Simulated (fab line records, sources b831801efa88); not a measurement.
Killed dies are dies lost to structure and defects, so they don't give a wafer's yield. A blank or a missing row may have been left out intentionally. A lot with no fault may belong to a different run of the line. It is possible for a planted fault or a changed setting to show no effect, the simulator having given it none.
Which of the tools did it? + flow sky130 + 13 lots with 39 wafers sampled at 5 steps, on a route of 708 steps

== WHAT THE GAUGES SHOWED, per wafer ==
SKY_FIELD_ISO_THK_MEAS_02.
| lot  | measured    | on           | FIELD_ISO_OXIDATION_00_THK (nm) |
|------|-------------|--------------|---------------------------------|
| L902 | day 1 11:39 | filmMetro-01 | 12.07 11.98 11.92               |
| L904 | day 1 22:44 | filmMetro-03 | 11.77 11.95 11.73               |
| L906 | day 2 08:52 | filmMetro-02 | 11.96 11.80 11.78               |
| L907 | day 2 13:38 | filmMetro-02 | 11.86 11.68 11.97               |
| L909 | day 2 22:40 | filmMetro-02 | 11.60 11.70 11.84               |
| L912 | day 3 13:38 | filmMetro-01 | 11.59 11.50 11.48               |
| L915 | day 4 05:50 | filmMetro-02 | 11.78 11.76 11.79               |
| L917 | day 4 16:43 | filmMetro-01 | 12.07 11.89 12.14               |
| L918 | day 4 20:56 | filmMetro-01 | 12.01 12.05 11.82               |
| L919 | day 5 02:10 | filmMetro-01 | 12.03 11.70 12.04               |
| L920 | day 5 06:59 | filmMetro-02 | 11.99 12.36 12.07               |
| L923 | day 5 21:50 | filmMetro-02 | 12.10 12.23 12.14               |
| L924 | day 6 01:56 | filmMetro-01 | 11.82 11.90 11.87               |

SKY_PWDE_TW_MEAS_10.
| lot  | measured    | on           | PWDE_TW                             |
|------|-------------|--------------|-------------------------------------|
| L902 | day 3 19:22 | filmMetro-01 | 370.6 369.8 370.7                   |
| L904 | day 4 07:58 | filmMetro-04 | 377.9 376.5 374.8                   |
| L906 | day 4 20:11 | filmMetro-03 | 377.2 376.9 377.7                   |
| L907 | day 4 21:55 | filmMetro-03 | 378.8 375.3 376.2                   |
| L909 | day 5 07:21 | filmMetro-01 | 373.1 374.6 373.6                   |
| L912 | day 6 11:22 | filmMetro-03 | 378.7 377.4 379.6                   |
| L915 | day 6 20:22 | filmMetro-01 | 371.6 372.1 373.7                   |
| L917 | day 7 08:24 | filmMetro-03 | 467.5 469.0 466.4 467.4 469.2 472.5 |
| L918 | day 7 12:32 | filmMetro-03 | 468.0 467.9 466.4 469.2 471.2 469.1 |
| L919 | day 7 20:38 | filmMetro-04 | 469.8 470.2 469.4 468.6 467.5 466.9 |
| L920 | day 7 23:34 | filmMetro-03 | 380.8 379.8 379.4                   |
| L923 | day 8 21:40 | filmMetro-01 | 372.1 374.2 376.0                   |
| L924 | day 8 22:37 | filmMetro-01 | 372.5 372.5 372.2                   |

SKY_NWELL_RS_MEAS_31: a four-point-probe measurement.
| lot  | measured     | on           | PWDE_RS (ohm/sq)              |
|------|--------------|--------------|-------------------------------|
| L902 | day 5 05:14  | filmMetro-03 | 5302 5292 5292                |
| L904 | day 5 19:08  | filmMetro-04 | 5267 5280 5287                |
| L906 | day 6 08:49  | filmMetro-01 | 5284 5284 5270                |
| L907 | day 6 09:43  | filmMetro-04 | 5266 5268 5282                |
| L909 | day 6 20:40  | filmMetro-04 | 5285 5282 5286                |
| L912 | day 8 03:00  | filmMetro-03 | 5265 5275 5261                |
| L915 | day 8 12:36  | filmMetro-03 | 5309 5310 5326                |
| L917 | day 9 01:28  | filmMetro-01 | 3130 3126 3117 3132 3125 3119 |
| L918 | day 9 06:06  | filmMetro-01 | 3104 3100 3098 3100 3098 3104 |
| L919 | day 9 14:24  | filmMetro-03 | 3095 3101 3107 3090 3093 3109 |
| L920 | day 9 19:01  | filmMetro-04 | 5271 5295 5282                |
| L923 | day 10 18:01 | filmMetro-01 | 5269 5265 5270                |
| L924 | day 10 18:24 | filmMetro-04 | 5282 5263 5295                |

SKY_METAL1_THK_MEAS_06: measures by xrf.
| lot  | measured     | on           | METAL1_ALCU_THK (nm) |
|------|--------------|--------------|----------------------|
| L902 | day 31 00:07 | filmMetro-03 | 248.1 249.5 249.1    |
| L904 | day 31 19:14 | filmMetro-03 | 254.8 259.1 252.9    |
| L906 | day 33 10:31 | filmMetro-03 | 253.7 253.6 253.5    |
| L907 | day 33 13:06 | filmMetro-04 | 255.0 255.1 252.9    |
| L909 | day 33 18:22 | filmMetro-03 | 252.9 254.7 255.2    |
| L912 | day 35 05:09 | filmMetro-04 | 253.3 254.0 249.0    |
| L915 | day 35 18:43 | filmMetro-04 | 251.3 250.8 251.1    |
| L920 | day 37 02:58 | filmMetro-03 | 252.1 250.4 253.2    |
| L923 | day 38 08:17 | filmMetro-03 | 256.9 254.8 252.1    |
| L924 | day 38 10:32 | filmMetro-04 | 250.2 251.6 251.2    |

== EACH LOT AND THE TOOL THAT RAN IT (in order: tool; ch and the chambers of the sampled wafers; start) ==
| lot  | SKY_PWDE_IMPLANT_08            |
|------|--------------------------------|
| L902 | implanter-02 ch 0, day 3 19:09 |
| L904 | implanter-04 ch 0, day 4 07:45 |
| L906 | implanter-02 ch 0, day 4 19:58 |
| L907 | implanter-04 ch 0, day 4 21:40 |
| L909 | implanter-04 ch 0, day 5 07:06 |
| L912 | implanter-02 ch 0, day 6 11:07 |
| L915 | implanter-04 ch 0, day 6 20:07 |
| L917 | implanter-02 ch 0, day 7 07:50 |
| L918 | implanter-03 ch 0, day 7 11:58 |
| L919 | implanter-04 ch 0, day 7 20:04 |
| L920 | implanter-02 ch 0, day 7 23:20 |
| L923 | implanter-03 ch 0, day 8 21:25 |
| L924 | implanter-04 ch 0, day 8 22:22 |
- SKY_PWDE_IMPLANT_08

== WHAT THE TOOLS THEMSELVES READ (means of the sampled wafers that have a number; where no wafer has one, the mark that the record gives instead) ==
The record holds no such reading with a usual standard deviation.

== THE ANSWER, worked out from the rows above alone ==
Rule: usual is defined by the lots themselves. The widest of any qualifying gaps counts: lots, ordered by their means at a reading, are off when they make up no more than a third of the lots, leave a main group of 4 or more, and stand apart from it by 3 or more times the standard deviation of that group's means. Not used: any main group whose means are identical at the precision the tables above print for the reading. Also off: a lot with no number at a reading for which 4 or more lots have one. Where the step has rows for the other lots, those lots are counted as sound. Order of review: gauges by route order, followed by the tools' own readings, for which a lot's mean as printed above is used. The first step at which some lot is off is used, and at that step the reading that is off furthest; a lot without a number counts as furthest.
Off: L917, L918, L919, at SKY_PWDE_TW_MEAS_10 (PWDE_TW). The main group: mean 375.2, standard deviation 2.9.
If a tool, at a process step before that reading, ran all the lots that are off and no sound lot after the first of them, it fits. Gauges at SKY_PWDE_TW_MEAS_10: tried the same way as those tools. Not one of the candidates tried fits.

== WHAT WAS PUT IN BY THE SIMULATOR ==
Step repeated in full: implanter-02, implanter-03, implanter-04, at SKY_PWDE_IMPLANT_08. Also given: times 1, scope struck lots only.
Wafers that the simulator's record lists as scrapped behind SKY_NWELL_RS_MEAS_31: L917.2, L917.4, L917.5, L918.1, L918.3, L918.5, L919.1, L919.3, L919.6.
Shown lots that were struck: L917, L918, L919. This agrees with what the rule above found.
